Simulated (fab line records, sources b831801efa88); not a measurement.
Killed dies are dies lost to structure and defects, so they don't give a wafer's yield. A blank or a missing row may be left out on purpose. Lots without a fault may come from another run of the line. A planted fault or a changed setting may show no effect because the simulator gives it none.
One fault seen from 2 desks | flow gf180mcu | each desk has only its own numbers; what lay behind them comes last

THE METROLOGY DESK
What the gauges read, lot by lot, whatever tool the lot ran on: means of the sampled wafers that have a number. A lot is out of limits, marked OUT, if its mean lies more than 4 standard deviations from the usual mean; the brackets give that distance.
Columns: A = HV_LDD_TW at GF_HV_LDD_TW_MEAS_11, usual 2415; B = HV_LDD_RS at GF_HV_LDD_RS_MEAS_53, usual 418.1 ohm/sq
lot  | first seen here | A               | B
L637 | day 10 02:17    | 2413            | 418.4
L638 | day 10 06:40    | 2406            | 417.2
L639 | day 10 10:28    | 2375            | 419.3
L640 | day 10 22:01    | 2460            | 418.9
L643 | day 11 20:01    | 2404            | 416.8
L644 | day 12 04:19    | 2450            | 417.4
L645 | day 12 14:59    | 2299 (-4.3) OUT | 461.5 (+46) OUT
L646 | day 12 20:07    | 2270 (-5.4) OUT | 461.6 (+46) OUT
L655 | day 15 13:52    | 2409            | 420.0
L656 | day 15 22:25    | 2421            | 417.7
L657 | day 16 04:52    | 2383            | 417.9
L658 | day 16 15:22    | 2430            | 419.4
L659 | day 17 07:01    | 2423            | 419.4
L660 | day 17 09:25    | 2449            | 416.7
This desk's finding: out of limits on L645, L646; first on L645, day 12 14:59 (HV_LDD_TW at GF_HV_LDD_TW_MEAS_11). In limits: L637, L638, L639, L640, L643, L644, L655, L656, L657, L658, L659, L660.

THE TOOL OWNER'S DESK: implanter-03
The tool's own readings at GF_HV_LDD_IMPLANT_09: means of the sampled wafers that have a number, for each lot that ran on this tool. A lot is out of limits, marked OUT, if its mean lies more than 4 standard deviations from the usual mean; the brackets give that distance.
Columns: A = beam_on_s at GF_HV_LDD_IMPLANT_09, usual 10.01 s; B = faraday_current_uA at GF_HV_LDD_IMPLANT_09, usual 563
lot  | first seen here | A              | B
L640 | day 10 21:46    | 10.10          | 557
L643 | day 11 19:46    | 10.10          | 558
L645 | day 12 14:46    | 8.02 (-10) OUT | 705 (+13) OUT
L646 | day 12 19:52    | 7.99 (-10) OUT | 706 (+13) OUT
L655 | day 15 13:37    | 9.95           | 567
L659 | day 17 06:46    | 10.10          | 558
L660 | day 17 09:10    | 10.08          | 558
This desk's finding: out of limits on L645, L646; first on L645, day 12 14:46 (beam_on_s at GF_HV_LDD_IMPLANT_09). In limits: L640, L643, L655, L659, L660.

PUT TOGETHER
The tool owner's desk could have raised an alarm at day 12 14:46, on L645, L646.
The metrology desk could have raised an alarm at day 12 14:59, on L645, L646.
Of the lots named, all ran GF_HV_LDD_IMPLANT_09 on implanter-03.

WHAT THE SIMULATOR HAD PUT IN
Process parameter drift: implanter-03, from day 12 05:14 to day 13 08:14, at GF_HV_LDD_IMPLANT_09. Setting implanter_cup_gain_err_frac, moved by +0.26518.
Lots struck among those shown: L645, L646.
Hours from the fault's start to each desk's first reading out of limits: the tool owner's desk, 10; the metrology desk, 10.
